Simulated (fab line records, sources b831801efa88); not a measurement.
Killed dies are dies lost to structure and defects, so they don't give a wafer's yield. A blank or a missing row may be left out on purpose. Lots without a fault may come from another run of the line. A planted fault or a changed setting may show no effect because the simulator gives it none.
fab line records | flow sky130
record lots=12 wafers=36 last_day=50
route steps=708 shown SONOS_ONO@172 POLY_GATE@227 SD_N@353 LI_CONTACT@375
lots that met no fault: from a run of the same line without faults
start_h: hours from the record's first day to the start of the lot's first wafer shown | wait_h: hours since the lot's step before | " the same as in the row above | L1.1+2: a row that stands for several wafers | - no value, or no start given | * or withheld: withheld | < > ~ a bound
route shown NAME@n: a module of which the file shows steps, and the number in the route of the first | usual: mean/standard deviation of fault-free wafers | same: alike in all rows | chamber/n: place in a boat | sites: the reading at each site | _std_site: their standard deviation | _edge_site: outer sites' mean less inner sites' | radius_mm: how far each site lies from the wafer's centre | mask NAME#n: copy n | behind: the tool/chamber that last shaped the wafer | hold: why the lot was held/for how many hours/how that ended | device: the transistor (n, p or np) that didn't switch | end of line: the same wafers' tests at the end of the route | a step without rows: its recipe alone | killed: dies lost to structure and defects at the first sort, not the wafer's yield | map: a wafer's dies, x killed, . not, _ none there
set.NAME: the setting as run; set.NAME@STEP: as run at that earlier step | model.NAME: the simulator's own value behind a step, which no gauge read
steps of the route over a sample of lots; a table a step, a row a wafer
services: from which hour (start_h, from the record's first day; less than 0 if before it) a tool's chamber was out of use, for how many hours, and why
## steps
# step SKY_SONOS_ONO_CVD_04
# recipe material=SiO2 precursor=SiH4/N2O target_thk_nm=5.7199 temp_c=900 pressure_mtorr=400
# usual spike_tc_lower_C=901.8/1.2 susceptor_temp_C=900.1/0.37
# columns lot.wafer tool chamber start_h wait_h spike_tc_lower_C susceptor_temp_C
L698.3 lpcvd-03 1 251.83 0.0 901.5 899.8
L698.4 " 1 " " 902.8 899.4
L698.5 " 1 " " 900.8 899.5
L699.3 lpcvd-03 0 261.03 0.0 902.2 900.3
L699.4 " 0 " " 903.3 900.6
L699.6 " 0 " " 903.2 900.7
L701.2 lpcvd-03 1 288.51 0.0 901.2 900.1
L701.4 " 1 " " 902.0 900.0
L701.5 " 1 " " 900.6 899.5
L702.2 lpcvd-03 0 296.06 0.0 902.0 899.4
L702.3 " 0 " " 904.1 899.1
L702.4 " 0 " " 902.0 899.5
L703.4 lpcvd-03 0 296.06 0.0 901.8 900.4
L703.5 " 0 " " 902.0 900.4
L703.6 " 0 " " 902.5 899.9
L706.3 lpcvd-03 0 320.54 0.0 902.1 900.7
L706.5 " 0 " " 902.4 900.4
L706.6 " 0 " " 902.7 900.6
L714.1 lpcvd-03 1 381.61 0.1 901.7 899.9
L714.3 " 1 " " 903.4 899.7
L714.5 " 1 " " 900.8 899.7
L715.1 lpcvd-03 0 391.82 0.1 902.5 900.1
L715.2 " 0 " " 900.2 900.2
L715.6 " 0 " " 903.0 899.9
L716.1 lpcvd-03 1 396.44 0.1 901.5 900.2
L716.4 " 1 " " 900.8 900.0
L716.6 " 1 " " 900.4 899.7
L718.2 lpcvd-03 0 412.08 0.0 904.7 899.7
L718.5 " 0 " " 904.3 900.7
L718.6 " 0 " " 902.8 900.4
L720.1 lpcvd-03 1 429.70 0.1 901.5 900.6
L720.2 " 1 " " 900.0 900.7
L720.6 " 1 " " 900.5 900.4
L721.1 lpcvd-03 0 440.98 0.1 902.5 900.0
L721.5 " 0 " " 903.2 899.6
L721.6 " 0 " " 903.1 899.9
# step SKY_SONOS_ONO_THK_MEAS_05
# recipe reads=SiO2_of_SONOS_ONO_CVD_04
# usual SONOS_ONO_CVD_04_THK=5.77/0.12
# columns lot.wafer tool chamber start_h wait_h SONOS_ONO_CVD_04_THK[nm]
L698.3 film_metro-03 - 253.10 0.0 5.67
L698.4 " - " " 5.72
L698.5 " - " " 5.65
L699.3 film_metro-04 - 262.30 0.0 5.70
L699.4 " - " " 5.70
L699.6 " - " " 5.67
L701.2 film_metro-02 - 289.77 0.0 5.48
L701.4 " - " " 5.47
L701.5 " - " " 5.47
L702.2 film_metro-04 - 297.32 0.0 5.85
L702.3 " - " " 5.89
L702.4 " - " " 5.88
L703.4 film_metro-02 - 297.34 0.0 5.95
L703.5 " - " " 5.92
L703.6 " - " " 5.86
L706.3 film_metro-04 - 321.81 0.0 7.46
L706.5 " - " " 7.31
L706.6 " - " " 7.42
L714.1 film_metro-03 - 382.86 0.0 5.82
L714.3 " - " " 5.81
L714.5 " - " " 5.70
L715.1 film_metro-03 - 393.07 0.0 5.71
L715.2 " - " " 5.64
L715.6 " - " " 5.75
L716.1 film_metro-04 - 397.69 0.0 5.80
L716.4 " - " " 5.74
L716.6 " - " " 5.70
L718.2 film_metro-02 - 413.34 0.0 5.82
L718.5 " - " " 5.80
L718.6 " - " " 5.86
L720.1 film_metro-04 - 430.95 0.0 5.75
L720.2 " - " " 5.73
L720.6 " - " " 5.81
L721.1 film_metro-04 - 442.23 0.0 5.79
L721.5 " - " " 5.77
L721.6 " - " " 5.77
# step SKY_POLY_GATE_CD_MEAS_13
# recipe target_cd_nm=150
# usual cd_nm=150.6/1.2
# columns lot.wafer tool chamber start_h wait_h cd_nm
L698.3 cd_sem-01 - 363.19 - 153.4
L698.4 " - " " 153.1
L698.5 " - " " 153.5
L699.3 cd_sem-02 - 375.19 - 149.1
L699.4 " - " " 150.0
L699.6 " - " " 150.0
L701.2 cd_sem-02 - 409.57 - 151.1
L701.4 " - " " 151.9
L701.5 " - " " 151.7
L703.4 cd_sem-02 - 416.41 - 149.1
L703.5 " - " " 149.0
L703.6 " - " " 149.6
L702.2 cd_sem-01 - 419.25 - 150.4
L702.3 " - " " 150.7
L702.4 " - " " 149.7
L706.3 cd_sem-01 - 446.99 - 152.4
L706.5 " - " " 152.3
L706.6 " - " " 151.7
L714.1 cd_sem-01 - 512.30 - 149.3
L714.3 " - " " 149.9
L714.5 " - " " 151.5
L715.1 cd_sem-02 - 523.28 - 148.1
L715.2 " - " " 149.9
L715.6 " - " " 149.9
L716.1 cd_sem-01 - 527.95 - 152.5
L716.4 " - " " 152.5
L716.6 " - " " 151.0
L718.2 cd_sem-01 - 543.17 - 150.9
L718.5 " - " " 150.3
L718.6 " - " " 151.0
L720.1 cd_sem-02 - 560.65 - 152.4
L720.2 " - " " 152.2
L720.6 " - " " 152.9
L721.1 cd_sem-02 - 570.40 - 151.2
L721.5 " - " " 150.5
L721.6 " - " " 150.6
# step SKY_SD_N_STRIP_11
# recipe chemistry=O2/N2 power_w=1400 pressure_mtorr=1500 platen_temp_c=withheld o2_flow_sccm=3000 n2_flow_sccm=300 overash_fraction=0.5
# usual drypump_motor_current_A=5.6/0.3 oes_product_au=0.528/0.0041 strip_time_to_endpoint_s=22.55/0.04
# columns lot.wafer tool chamber start_h wait_h drypump_motor_current_A oes_product_au rf_hours_counter_h strip_time_to_endpoint_s
L698.3 plasma_asher-01 1 641.50 0.1 4.9 0.525 - 22.54
L698.4 " 0 " " 5.4 0.522 - 22.54
L698.5 " 1 " " 4.9 0.531 - 22.55
L699.3 plasma_asher-03 0 653.65 0.1 5.6 0.526 - 22.59
L699.4 " 1 " " 5.7 0.524 - 22.59
L699.6 " 0 " " 5.6 0.524 - 22.59
L701.2 plasma_asher-03 1 686.22 0.1 5.7 0.528 55 22.53
L701.4 " 1 " " 5.7 0.526 - 22.52
L701.5 " 0 " " 5.6 0.522 - 22.56
L703.4 plasma_asher-03 1 690.80 0.1 5.7 0.520 - 22.58
L703.5 " 1 " " 5.7 0.529 - 22.60
L703.6 " 0 " " 5.6 0.531 - 22.58
L702.2 plasma_asher-02 1 696.04 0.1 5.3 0.527 27 22.53
L702.3 " 0 " " 6.0 0.522 - 22.51
L702.4 " 1 " " 5.4 0.526 - 22.56
L706.3 plasma_asher-02 0 718.62 0.1 6.0 0.528 - 22.56
L706.5 " 0 " " 6.0 0.531 - 22.56
L706.6 " 1 " " 5.4 0.530 - 22.51
L714.1 plasma_asher-01 1 779.37 0.1 4.9 0.532 95 22.63
L714.3 " 0 " " 5.4 0.534 - 22.60
L714.5 " 0 " " 5.4 0.527 - 22.58
L715.1 plasma_asher-03 1 786.42 0.1 5.7 0.527 66 22.58
L715.2 " 0 " " 5.6 0.529 66 22.61
L715.6 " 0 " " 5.6 0.529 - 22.58
L716.1 plasma_asher-02 1 791.34 0.1 5.4 0.526 36 22.57
L716.4 " 0 " " 6.0 0.527 - 22.53
L716.6 " 0 " " 6.0 0.526 - 22.54
L718.2 plasma_asher-03 1 805.38 0.1 5.7 0.530 67 22.62
L718.5 " 0 " " 5.6 0.534 - 22.59
L718.6 " 1 " " 5.7 0.530 - 22.58
L720.1 plasma_asher-03 1 817.56 0.1 5.7 0.529 69 22.59
L720.2 " 0 " " 5.6 0.530 69 22.60
L720.6 " 1 " " 5.7 0.526 - 22.58
L721.1 plasma_asher-02 0 827.02 0.1 6.0 0.529 40 22.48
L721.5 " 0 " " 6.0 0.518 - 22.49
L721.6 " 1 " " 5.3 0.522 - 22.50
# step SKY_LI_CONTACT_OVL_MEAS_13
# usual LI_CONTACT_OVL=3/5
# columns lot.wafer tool chamber start_h wait_h LI_CONTACT_OVL[nm]
L698.3 overlay-01 - 671.61 0.1 6
L698.4 " - " " 2
L698.5 " - " " 4
L699.3 overlay-02 - 684.00 0.1 4
L699.4 " - " " 10
L699.6 " - " " 6
L701.2 overlay-02 - 715.60 0.1 4
L701.4 " - " " 1
L701.5 " - " " 4
L703.4 overlay-02 - 719.54 0.1 7
L703.5 " - " " 8
L703.6 " - " " 12
L702.2 overlay-01 - 725.99 0.1 2
L702.3 " - " " 5
L702.4 " - " " 1
L706.3 overlay-01 - 746.31 0.1 12
L706.5 " - " " 6
L706.6 " - " " -3
L714.1 overlay-01 - 806.92 0.1 -5
L714.3 " - " " -7
L714.5 " - " " -3
L715.1 overlay-01 - 814.13 0.1 4
L715.2 " - " " 2
L715.6 " - " " 2
L716.1 overlay-02 - 818.17 0.1 12
L716.4 " - " " 14
L716.6 " - " " 9
L718.2 overlay-01 - 832.61 0.1 7
L718.5 " - " " 1
L718.6 " - " " 3
L720.1 overlay-01 - 844.70 0.1 10
L720.2 " - " " 12
L720.6 " - " " 7
L721.1 overlay-01 - 854.20 0.1 4
L721.5 " - " " -1
L721.6 " - " " -6
## services
# columns tool chamber start_h hours kind
plasma_asher-03 - 322.17 3.6 repair
lpcvd-03 - 339.47 6.0 pm
plasma_asher-03 - 340.89 4.2 repair
plasma_asher-01 - 408.61 0.6 repair
plasma_asher-02 - 421.25 9.0 pm
plasma_asher-02 0 421.25 9.0 vent_cycle
plasma_asher-02 1 421.25 9.0 vent_cycle
plasma_asher-02 0 430.25 - clean
plasma_asher-02 1 430.25 - clean
plasma_asher-01 - 598.80 4.2 repair
plasma_asher-01 - 629.78 0.9 repair
plasma_asher-03 - 664.83 2.4 repair
plasma_asher-02 - 664.91 2.8 pm
lpcvd-03 - 697.43 2.8 pm
plasma_asher-01 - 705.47 2.8 pm
plasma_asher-03 - 711.42 1.4 repair
plasma_asher-01 - 718.46 6.4 repair
plasma_asher-02 - 741.09 4.3 pm
plasma_asher-02 - 747.26 3.0 repair
plasma_asher-03 - 750.34 0.6 repair
plasma_asher-01 - 752.36 7.1 repair
plasma_asher-01 - 773.88 0.7 repair
## key
first_sign step=SKY_SONOS_ONO_THK_MEAS_05 reading=SONOS_ONO_CVD_04_THK direction=up sigmas=14 usual=5.77 struck=7.40
effect none on later readings
met_at SKY_SONOS_ONO_CVD_04
struck_lots L706
struck_wafers L706.3,L706.5,L706.6
tester_left_out L706
not_acting_at SKY_POLY_GATE_CD_MEAS_13,SKY_SD_N_STRIP_11,SKY_LI_CONTACT_OVL_MEAS_13
onset_between 296.06 320.54
fault kind=process_parameter_drift tool=lpcvd-03 chamber=0 onset_h=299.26 steps=SKY_SONOS_ONO_CVD_04 channel=target_thk_nm offset=1.6133 shape=step end_h=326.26 stated=5.7199
# tester_left_out: of these lots the tester's yield and bins aren't shown, on N5 and GAA mostly nor the transistor test; their killed dies are dies lost to structure and defects alone, not to doping, threshold or leakage, so they don't give the yield
